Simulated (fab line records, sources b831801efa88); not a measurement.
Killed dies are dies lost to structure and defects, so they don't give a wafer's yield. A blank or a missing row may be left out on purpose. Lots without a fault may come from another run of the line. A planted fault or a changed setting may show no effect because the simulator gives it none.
fab line records | flow sky130
record lots=5 wafers=15 last_day=50
route steps=708 shown LDD_HVN@270 LDD_HVP@278 LDD_LDN@289 PAD_OPEN@708
lots that met no fault: from a run of the same line without faults
start_h: hours from the record's first day to the start of the lot's first wafer shown | wait_h: hours since the lot's step before | " the same as in the row above | L1.1+2: a row that stands for several wafers | - no value, or no start given | * or withheld: withheld | < > ~ a bound
route shown NAME@n: a module of which the file shows steps, and the number in the route of the first | usual: mean/standard deviation of fault-free wafers | same: alike in all rows | chamber/n: place in a boat | sites: the reading at each site | _std_site: their standard deviation | _edge_site: outer sites' mean less inner sites' | radius_mm: how far each site lies from the wafer's centre | mask NAME#n: copy n | behind: the tool/chamber that last shaped the wafer | hold: why the lot was held/for how many hours/how that ended | device: the transistor (n, p or np) that didn't switch | end of line: the same wafers' tests at the end of the route | a step without rows: its recipe alone | killed: dies lost to structure and defects at the first sort, not the wafer's yield | map: a wafer's dies, x killed, . not, _ none there
set.NAME: the setting as run; set.NAME@STEP: as run at that earlier step | model.NAME: the simulator's own value behind a step, which no gauge read
lots at some steps of the route; a table a step, a row a wafer
services: from which hour (start_h, from the record's first day; less than 0 if before it) a tool's chamber was out of use, for how many hours, and why
## steps
# step SKY_LDD_HVN_SOFTBAKE_03
# recipe temp_c=90 time_s=60 resist=NOVOLAK
# step SKY_LDD_HVN_EXPOSE_04
# recipe mask_id=HVNTM na=0.6 source_shape=conventional sigma_outer=0.6 polarization=unpolarized target_cd_nm=700 dose_mj=127
# step SKY_LDD_HVN_PEB_05
# recipe temp_c=withheld time_s=* resist=NOVOLAK
# step SKY_LDD_HVN_DEVELOP_06
# recipe resist=NOVOLAK developer=TMAH develop_time_s=60 dev_temp_c=23
# step SKY_LDD_HVN_OVL_MEAS_07
# usual LDD_HVN_OVL=0.4/1.2
# columns lot.wafer tool chamber start_h wait_h LDD_HVN_OVL[nm]
L457.2 overlay-01 - 545.35 0.1 0.1
L457.5 " - " " 1.1
L457.6 " - " " 2.1
L461.2 overlay-02 - 570.20 0.1 2.4
L461.4 " - " " 0.6
L461.5 " - " " 1.0
L465.1 overlay-01 - 601.95 0.1 -0.5
L465.3 " - " " 0.7
L465.6 " - " " 0.6
L466.4 overlay-01 - 608.85 0.1 -1.4
L466.5 " - " " -1.6
L466.6 " - " " -1.0
L470.2 overlay-02 - 663.64 0.1 0.3
L470.3 " - " " -0.1
L470.5 " - " " -0.2
# step SKY_LDD_HVN_IMPLANT_08
# recipe species=P energy_kev=60 dose_cm2=3e+13 tilt_deg=40
# step SKY_LDD_HVN_STRIP_09
# recipe chemistry=O2/N2 power_w=1400 pressure_mtorr=1500 platen_temp_c=withheld o2_flow_sccm=3000 n2_flow_sccm=300 overash_fraction=0.5
# usual drypump_motor_current_A=5.73/0.29 oes_product_au=0.408/0.0046 strip_time_to_endpoint_s=4.135/0.015
# same overash_fraction=0.5
# columns lot.wafer tool chamber start_h wait_h drypump_motor_current_A oes_product_au rf_hours_counter_h strip_time_to_endpoint_s
L457.2 plasma_asher-01 1 545.53 0.1 6.33 0.404 42 4.146
L457.5 " 1 " " 6.32 0.414 - 4.143
L457.6 " 0 " " 5.85 0.414 - 4.143
L461.2 plasma_asher-01 0 570.38 0.1 5.84 0.412 44 4.143
L461.4 " 0 " " 5.83 0.416 - 4.142
L461.5 " 1 " " 6.33 0.402 - 4.161
L465.1 plasma_asher-03 0 602.14 0.1 5.50 0.407 93 4.141
L465.3 " 0 " " 5.49 0.405 - 4.153
L465.6 " 0 " " 5.49 0.406 - 4.158
L466.4 plasma_asher-04 0 609.05 0.1 5.56 0.404 - 4.107
L466.5 " 1 " " 5.92 0.409 - 4.113
L466.6 " 0 " " 5.60 0.410 - 4.113
L470.2 plasma_asher-04 1 663.82 0.1 5.91 0.407 86 4.132
L470.3 " 1 " " 5.89 0.404 - 4.146
L470.5 " 1 " " 5.90 0.409 - 4.123
# step SKY_LDD_HVN_TW_MEAS_10
# usual LDD_HVN_TW=1428/18
# columns lot.wafer tool chamber start_h wait_h LDD_HVN_TW
L457.2 film_metro-01 - 545.64 0.1 1437
L457.5 " - " " 1437
L457.6 " - " " 1444
L461.2 film_metro-04 - 570.49 0.1 1412
L461.4 " - " " 1409
L461.5 " - " " 1408
L465.1 film_metro-04 - 602.24 0.1 1416
L465.3 " - " " 1408
L465.6 " - " " 1410
L466.4 film_metro-03 - 609.15 0.1 1443
L466.5 " - " " 1444
L466.6 " - " " 1435
L470.2 film_metro-03 - 663.93 0.1 1438
L470.3 " - " " 1433
L470.5 " - " " 1436
# step SKY_LDD_HVP_DEHYDRATE_00
# recipe temp_c=200 time_s=60
# step SKY_LDD_HVP_HMDS_01
# recipe prime_time_s=60 prime_temp_c=120
# step SKY_LDD_HVP_COAT_02
# recipe resist=NOVOLAK spin_rpm=3000 resist_thk_nm=300
# step SKY_LDD_HVP_SOFTBAKE_03
# recipe temp_c=90 time_s=60 resist=NOVOLAK
# step SKY_LDD_HVP_EXPOSE_04
# recipe mask_id=HVPTM na=0.6 source_shape=conventional sigma_outer=0.6 polarization=unpolarized target_cd_nm=700 dose_mj=86
# columns lot.wafer tool chamber start_h wait_h mask
L457.2+5+6 iline_stepper-01 0 560.55 - HVPTM#0
L461.2+4+5 iline_stepper-02 0 585.74 - HVPTM#0
L465.1+3+6 iline_stepper-01 0 617.81 - HVNTM#0
L466.4+5+6 iline_stepper-02 0 623.78 - HVPTM#0
L470.2+3+5 iline_stepper-02 0 678.84 - HVPTM#0
# step SKY_LDD_HVP_PEB_05
# recipe temp_c=withheld time_s=* resist=NOVOLAK
# step SKY_LDD_HVP_DEVELOP_06
# recipe resist=NOVOLAK developer=TMAH develop_time_s=60 dev_temp_c=23
# step SKY_LDD_HVP_OVL_MEAS_07
# usual LDD_HVP_OVL=0.4/1.1
# columns lot.wafer tool chamber start_h wait_h LDD_HVP_OVL[nm]
L457.2 overlay-01 - 574.75 0.1 0.0
L457.5 " - " " 0.1
L457.6 " - " " -1.0
L461.2 overlay-02 - 599.89 0.1 -0.4
L461.4 " - " " -1.0
L461.5 " - " " -0.1
L465.1 overlay-01 - 631.44 0.1 -
L465.3 " - " " -
L465.6 " - " " -
L466.4 overlay-02 - 637.81 0.1 -1.0
L466.5 " - " " -1.3
L466.6 " - " " -0.5
L470.2 overlay-02 - 692.34 0.1 -0.7
L470.3 " - " " 1.2
L470.5 " - " " 0.1
# step SKY_LDD_HVP_IMPLANT_08
# recipe species=B energy_kev=20 dose_cm2=1.7e+13 tilt_deg=17.9
# step SKY_LDD_HVP_STRIP_09
# recipe chemistry=O2/N2 power_w=1400 pressure_mtorr=1500 platen_temp_c=withheld o2_flow_sccm=3000 n2_flow_sccm=300 overash_fraction=0.5
# usual drypump_motor_current_A=5.6/0.32 oes_product_au=0.408/0.0045 strip_time_to_endpoint_s=4.134/0.015
# same overash_fraction=0.5
# columns lot.wafer tool chamber start_h wait_h drypump_motor_current_A oes_product_au rf_hours_counter_h strip_time_to_endpoint_s
L457.2 plasma_asher-01 1 574.93 0.1 6.4 0.410 44 4.146
L457.5 " 1 " " 6.3 0.411 - 4.132
L457.6 " 0 " " 5.8 0.411 - 4.154
L461.2 plasma_asher-02 1 600.07 0.1 5.4 0.411 17 4.126
L461.4 " 0 " " 5.5 0.410 - 4.108
L461.5 " 1 " " 5.4 0.401 - 4.131
L465.1 plasma_asher-02 0 631.63 0.1 5.5 0.400 20 4.155
L465.3 " 1 " " 5.4 0.413 - 4.126
L465.6 " 0 " " 5.5 0.412 - 4.130
L466.4 plasma_asher-03 1 638.01 0.1 5.5 0.413 - 4.143
L466.5 " 1 " " 5.5 0.407 - 4.120
L466.6 " 0 " " 5.4 0.413 - 4.137
L470.2 plasma_asher-03 0 692.52 0.1 5.4 0.413 102 4.118
L470.3 " 1 " " 5.5 0.408 - 4.139
L470.5 " 1 " " 5.4 0.411 - 4.126
# step SKY_LDD_HVP_TW_MEAS_10
# usual LDD_HVP_TW=451/3.4
# columns lot.wafer tool chamber start_h wait_h LDD_HVP_TW
L457.2 film_metro-02 - 575.04 0.1 452
L457.5 " - " " 452
L457.6 " - " " 448
L461.2 film_metro-03 - 600.18 0.1 459
L461.4 " - " " 458
L461.5 " - " " 458
L465.1 film_metro-03 - 631.73 0.1 30
L465.3 " - " " 30
L465.6 " - " " 30
L466.4 film_metro-02 - 638.11 0.1 451
L466.5 " - " " 450
L466.6 " - " " 449
L470.2 film_metro-02 - 692.63 0.1 450
L470.3 " - " " 450
L470.5 " - " " 450
# step SKY_LDD_LDN_DEHYDRATE_00
# recipe temp_c=200 time_s=60
# step SKY_PAD_OPEN_PROBE_99
# usual killed_at_M0_to_M3=44/7.1 killed_at_M4_up=3.0/1.9 killed_at_contacts=25/5.6 killed_at_front_end=14/4.1 killed_at_other=0.2/0.44 killed_dies=86/9.1 killed_on_rim=17/3.7 killed_open=47/7.4 killed_short=39/5.7
# same gross_dies=492 killed_at_back_side=0
# columns lot.wafer tool chamber start_h wait_h killed_at_M0_to_M3 killed_at_M4_up killed_at_contacts killed_at_front_end killed_at_other killed_dies killed_on_rim killed_open killed_short
L457.2 prober-02 - 1124.51 0.1 53 3 28 16 1 101 13 60 41
L457.5 prober-02 - 1124.66 0.2 44 1 26 12 2 85 19 48 37
L457.6 prober-02 - 1124.71 0.2 44 2 22 12 0 80 15 44 36
L465.1 prober-01 - 1165.92 0.1 51 4 30 406 1 492 96 58 45
L465.3 prober-01 - 1166.02 0.2 61 1 27 403 0 492 96 59 48
L465.6 prober-01 - 1166.17 0.2 43 5 24 420 0 492 96 40 45
L466.4 prober-02 - 1169.42 0.2 37 4 31 14 0 86 17 48 38
L466.5 prober-02 - 1169.47 0.2 54 2 27 15 0 98 19 58 40
L466.6 prober-02 - 1169.52 0.2 45 3 27 14 0 89 20 49 40
L470.2 prober-01 - 1206.11 0.1 53 3 16 17 0 89 22 42 47
L470.3 prober-01 - 1206.16 0.2 42 2 23 13 0 80 20 45 35
L470.5 prober-01 - 1206.26 0.2 41 0 18 13 0 72 22 39 33
# killed by level:class
L457.2 CONTACT:geometric_particle:open=14 VIA1:geometric_particle:open=13 VIA2:geometric_particle:open=10 CONTACT:geometric_particle:short=8 METAL1:geometric_particle:short=7 VIA3:geometric_particle:open=7 FIELD_ISO:geometric_particle:open=6 METAL2:geometric_particle:short=5
L457.5 VIA1:geometric_particle:open=10 LI_CONTACT:geometric_particle:open=9 METAL2:geometric_particle:short=8 VIA2:geometric_particle:open=7 CONTACT:geometric_particle:open=6 CONTACT:geometric_particle:short=6 VIA3:geometric_particle:open=5 VIA1:geometric_particle:short=4
L457.6 LI_CONTACT:geometric_particle:open=10 VIA2:geometric_particle:open=9 VIA1:geometric_particle:open=8 CONTACT:geometric_particle:open=6 VIA1:geometric_particle:short=6 METAL3:geometric_particle:short=5 FIELD_ISO:geometric_particle:short=4 CONTACT:geometric_particle:short=4
L465.1 LDD_HVP:area_expose=389 CONTACT:geometric_particle:open=14 VIA1:geometric_particle:open=14 METAL2:geometric_particle:short=8 LI_CONTACT:geometric_particle:open=7 VIA3:geometric_particle:open=7 METAL1:geometric_particle:short=6 VIA1:geometric_particle:short=6
L465.3 LDD_HVP:area_expose=385 VIA2:geometric_particle:open=10 METAL2:geometric_particle:short=10 VIA1:geometric_particle:open=9 CONTACT:geometric_particle:open=8 VIA3:geometric_particle:open=8 LI_CONTACT:geometric_particle:open=7 METAL1:geometric_particle:short=6
L465.6 LDD_HVP:area_expose=407 LI_CONTACT:geometric_particle:open=11 METAL3:geometric_particle:short=7 METAL2:geometric_particle:short=6 VIA3:geometric_particle:open=6 CONTACT:geometric_particle:open=4 LI_CONTACT:geometric_particle:short=4 METAL1:geometric_particle:short=4
L466.4 CONTACT:geometric_particle:open=14 VIA1:geometric_particle:open=8 LI_CONTACT:geometric_particle:open=7 VIA2:geometric_particle:open=7 FIELD_ISO:geometric_particle:short=6 CONTACT:geometric_particle:short=6 METAL2:geometric_particle:short=5 VIA2:geometric_particle:short=4
L466.5 VIA2:geometric_particle:open=12 METAL1:geometric_particle:short=11 VIA1:geometric_particle:open=11 CONTACT:geometric_particle:open=8 LI_CONTACT:geometric_particle:open=7 CONTACT:geometric_particle:short=7 VIA3:geometric_particle:open=7 FIELD_ISO:geometric_particle:short=5
L466.6 CONTACT:geometric_particle:open=10 METAL1:geometric_particle:short=9 VIA1:geometric_particle:open=8 LI_CONTACT:geometric_particle:open=7 VIA2:geometric_particle:open=7 POLY_GATE:geometric_particle:open=5 POLY_GATE:geometric_particle:short=4 LI_CONTACT:geometric_particle:short=4
L470.2 METAL2:geometric_particle:short=12 METAL1:geometric_particle:short=11 VIA1:geometric_particle:open=9 VIA3:geometric_particle:open=8 POLY_GATE:geometric_particle:short=5 CONTACT:geometric_particle:short=5 VIA2:geometric_particle:open=5 FIELD_ISO:geometric_particle:open=4
L470.3 CONTACT:geometric_particle:open=10 VIA1:geometric_particle:open=8 CONTACT:geometric_particle:short=7 VIA1:geometric_particle:short=7 LI_CONTACT:geometric_particle:open=6 METAL2:geometric_particle:short=4 VIA2:geometric_particle:open=4 VIA3:geometric_particle:open=4
L470.5 CONTACT:geometric_particle:open=8 VIA1:geometric_particle:open=6 VIA3:geometric_particle:open=6 METAL1:geometric_particle:short=5 VIA1:geometric_particle:short=5 METAL2:geometric_particle:short=5 VIA2:geometric_particle:open=5 FIELD_ISO:geometric_particle:open=4
# map L465.1 (x killed, . not)
__________xxxxxxxxxx_________
________xxxxxxxxxxxxxx_______
______xxxxxxxxxxxxxxxxxx_____
_____xxxxxxxxxxxxxxxxxxxx____
____xxxxxxxxxxxxxxxxxxxxxx___
___xxxxxxxxxxxxxxxxxxxxxxxx__
__xxxxxxxxxxxxxxxxxxxxxxxxxx_
_xxxxxxxxxxxxxxxxxxxxxxxxxxxx
_xxxxxxxxxxxxxxxxxxxxxxxxxxxx
_xxxxxxxxxxxxxxxxxxxxxxxxxxxx
_xxxxxxxxxxxxxxxxxxxxxxxxxxxx
_xxxxxxxxxxxxxxxxxxxxxxxxxxxx
_xxxxxxxxxxxxxxxxxxxxxxxxxxxx
_xxxxxxxxxxxxxxxxxxxxxxxxxxxx
_xxxxxxxxxxxxxxxxxxxxxxxxxxxx
__xxxxxxxxxxxxxxxxxxxxxxxxxx_
___xxxxxxxxxxxxxxxxxxxxxxxx__
____xxxxxxxxxxxxxxxxxxxxxx___
_____xxxxxxxxxxxxxxxxxxxx____
______xxxxxxxxxxxxxxxxxx_____
________xxxxxxxxxxxxxx_______
__________xxxxxxxxxx_________
# map L457.2 (x killed, . not)
__________.......x.._________
________.....x.x.x...x_______
______x....x........x..._____
_____.......x..x.........____
____.................x...x___
___...xxxx..x......x......x__
__............x..xx.x......._
_.........x..................
_....x...x..x..x..x...x..x...
_.x....xx....xx.......x..x...
_.x..........x..x.x.x.x......
_.....xxx...x...x.....x.x....
_...x................xxx.....
_.......x.......x.....xx...x.
_...x..xxx..x.x...x.......x.x
__...x.........x..xx.xxx...._
___.......x....x...x...x...__
____xxxxx..xx.....x..x...x___
_____x..x.x......x.....x.____
______....x.x.....x....._____
________..xx.........._______
__________.....x...._________
## services
# columns tool chamber start_h hours kind
plasma_asher-01 - 535.96 2.8 pm
iline_stepper-01 - 570.32 1.7 pm
plasma_asher-01 - 585.82 1.7 repair
iline_stepper-02 - 593.68 14.4 repair
plasma_asher-01 - 596.00 14.6 pm
iline_stepper-01 - 621.66 8.8 repair
iline_stepper-02 - 656.21 1.7 pm
plasma_asher-02 - 686.95 14.6 pm
## key
first_sign step=SKY_LDD_HVP_EXPOSE_04 reading=mask direction=changed
effect step=SKY_LDD_HVP_OVL_MEAS_07 reading=LDD_HVP_OVL direction=missing
effect step=SKY_LDD_HVP_TW_MEAS_10 reading=LDD_HVP_TW direction=down sigmas=99+ usual=451 struck=30
effect step=SKY_PAD_OPEN_PROBE_99 reading=killed_at_front_end direction=up sigmas=96 usual=14 struck=410
more_kills_born_at SKY_LDD_HVP_EXPOSE_04@iline_stepper-01=1181
met_at SKY_LDD_HVP_EXPOSE_04
struck_wafers L465.1,L465.3,L465.6
tester_left_out L465
onset_between 560.55 617.81
fault kind=wrong_mask tool=any chamber=- onset_h=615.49 steps=SKY_LDD_HVP_EXPOSE_04 aux_copy=HVNTM#0 scope=struck_lots_only
# tester_left_out: of these lots the tester's yield and bins aren't shown, on N5 and GAA mostly nor the transistor test; their killed dies are dies lost to structure and defects alone, not to doping, threshold or leakage, so they don't give the yield
